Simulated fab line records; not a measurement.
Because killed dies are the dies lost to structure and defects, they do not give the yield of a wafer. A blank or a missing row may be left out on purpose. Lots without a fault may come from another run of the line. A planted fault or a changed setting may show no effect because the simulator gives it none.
Which tool did it? | flow gf180mcu | 14 lots with 42 wafers sampled at 3 steps, on a route of 602 steps

== WHAT THE GAUGES SHOWED, per wafer ==
GF_M1_RS_MEAS_05: a four-point-probe measurement. Usual: M1_ALCU_RS typically reads 0.0692 ohm/sq, with standard deviation 0.00072.
lot  | measured     | on           | M1_ALCU_RS (ohm/sq)  | flag
L596 | day 19 04:27 | filmMetro-02 | 0.0693 0.0694 0.0702 | 
L597 | day 19 12:24 | filmMetro-01 | 0.0691 0.0696 0.0691 | 
L598 | day 19 22:01 | filmMetro-04 | 0.0705 0.0697 0.0706 | 
L599 | day 20 04:41 | filmMetro-04 | 0.0686 0.0697 0.0688 | 
L600 | day 20 13:37 | filmMetro-04 | 0.0690 0.0701 0.0702 | 
L601 | day 21 00:40 | filmMetro-02 | 0.0686 0.0690 0.0691 | 
L604 | day 21 23:02 | filmMetro-04 | 0.0693 0.0701 0.0693 | 
L605 | day 22 08:04 | filmMetro-04 | 0.0689 0.0684 0.0692 | 
L606 | day 22 17:13 | filmMetro-01 | 0.0700 0.0697 0.0706 | 
L607 | day 22 20:07 | filmMetro-04 | 0.0694 0.0685 0.0687 | 
L608 | day 23 08:08 | filmMetro-02 | 0.0695 0.0694 0.0694 | 
L609 | day 23 10:49 | filmMetro-04 | 0.0692 0.0681 0.0686 | 
L610 | day 23 19:26 | filmMetro-01 | 0.0684 0.0687 0.0692 | 
L611 | day 24 00:52 | filmMetro-02 | 0.0688 0.0686 0.0685 | 

GF_V1_OVL_MEAS_15. Usual: V1_OVL typically reads 2 nm, with standard deviation 5.9.
lot  | measured     | on         | V1_OVL (nm) | flag
L596 | day 21 06:22 | overlay-02 | 1 6 8       | 
L597 | day 21 14:49 | overlay-02 | 9 12 0      | 
L598 | day 21 23:43 | overlay-01 | -4 -9 -7    | 
L599 | day 22 05:31 | overlay-02 | -7 -7 -9    | 
L600 | day 22 22:40 | overlay-01 | 5 8 3       | 
L601 | day 23 00:25 | overlay-02 | -14 2 5     | 
L604 | day 23 22:19 | overlay-02 | -4 -4 -6    | 
L605 | day 24 07:14 | overlay-01 | -2 2 -12    | 
L606 | day 24 14:34 | overlay-01 | -1 2 10     | 
L607 | day 24 17:45 | overlay-02 | 3 10 10     | 
L608 | day 25 05:19 | overlay-02 | -4 5 -2     | 
L609 | day 25 07:28 | overlay-02 | 4 10 15     | 
L610 | day 25 15:32 | overlay-02 | 14 1 2      | 
L611 | day 25 21:14 | overlay-01 | 2 -9 -6     | 

== WHAT TOOL EACH LOT RAN ON (gives the tool, then ch and the chambers of the sampled wafers, and finally the start) ==
lot  | GF_V1_SOFTBAKE_10
L596 | lithoTrack-03 ch 0, day 20 18:00
L597 | lithoTrack-02 ch 0, day 21 02:00
L598 | lithoTrack-04 ch 0, day 21 12:00
L599 | lithoTrack-03 ch 0, day 21 17:00
L600 | lithoTrack-02 ch 0, day 22 02:00
L601 | lithoTrack-02 ch 0, day 22 12:00
L604 | lithoTrack-04 ch 0, day 23 11:00
L605 | lithoTrack-04 ch 0, day 23 19:00
L606 | lithoTrack-04 ch 0, day 24 03:00
L607 | lithoTrack-04 ch 0, day 24 06:00
L608 | lithoTrack-04 ch 0, day 24 18:00
L609 | lithoTrack-02 ch 0, day 24 20:00
L610 | lithoTrack-04 ch 0, day 25 05:00
L611 | lithoTrack-04 ch 0, day 25 10:00
- GF_V1_SOFTBAKE_10: time 60 s.

== WHAT THE TOOLS THEMSELVES READ (means of the sampled wafers that have a number; where no wafer has one, the mark that the record gives instead) ==
GF_V1_SOFTBAKE_10. Usual: heaterPowerTotalW 93.05 W, standard deviation 0.059; plateTempC 130.01 C, standard deviation 0.14.
lot  | tool          | heaterPowerTotalW (W) | plateTempC (C) | flag
L596 | lithoTrack-03 | 93.76                 | 130.77         | OFF
L597 | lithoTrack-02 | 93.04                 | 130.12         | 
L598 | lithoTrack-04 | 93.11                 | 130.05         | 
L599 | lithoTrack-03 | 93.89                 | 130.72         | OFF
L600 | lithoTrack-02 | 93.02                 | 130.01         | 
L601 | lithoTrack-02 | 93.05                 | 130.11         | 
L604 | lithoTrack-04 | 93.04                 | 130.05         | 
L605 | lithoTrack-04 | 93.06                 | 130.13         | 
L606 | lithoTrack-04 | 93.07                 | 130.11         | 
L607 | lithoTrack-04 | 93.04                 | 130.02         | 
L608 | lithoTrack-04 | 93.07                 | 129.95         | 
L609 | lithoTrack-02 | 93.08                 | 129.92         | 
L610 | lithoTrack-04 | 93.08                 | 129.91         | 
L611 | lithoTrack-04 | 93.00                 | 129.96         | 

== THE ANSWER, worked out from the rows above alone ==
Rule: lot off if the mean of its wafers having a number is beyond 3 standard deviations from the usual mean. Also off: a lot with no number at a reading for which 4 or more lots have one. All remaining lots with rows at the step are treated as sound. The gauges are gone through in route order, then the tools' own readings, and for those a lot's mean is taken as printed above. At the first step where some lot is off, the reading lying furthest off is the one used; lots without a number count as furthest.
Off: L596, L599, at GF_V1_SOFTBAKE_10 (heaterPowerTotalW).
A tool fits if, at that step or a process step before it, it ran every lot that is off, and no sound lot after the first of them. One fits: lithoTrack-03 at GF_V1_SOFTBAKE_10. It ran no sound lot before its first lot that is off in this sample, so the start can't be narrowed down.
The tool's own readings at GF_V1_SOFTBAKE_10 bear it out: on the lots that are off they differ by more than 5 times the standard deviation of the sound lots' means. heaterPowerTotalW reads 93.83 W there against 93.06 W on the sound lots; plateTempC reads 130.75 C there against 130.03 C on the sound lots.

== WHAT HAD BEEN PUT IN BY THE SIMULATOR ==
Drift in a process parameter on lithoTrack-03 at GF_V1_SOFTBAKE_10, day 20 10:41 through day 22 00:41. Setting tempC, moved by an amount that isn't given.
Lots struck among those shown: L596, L599. The rule above reached the same finding.
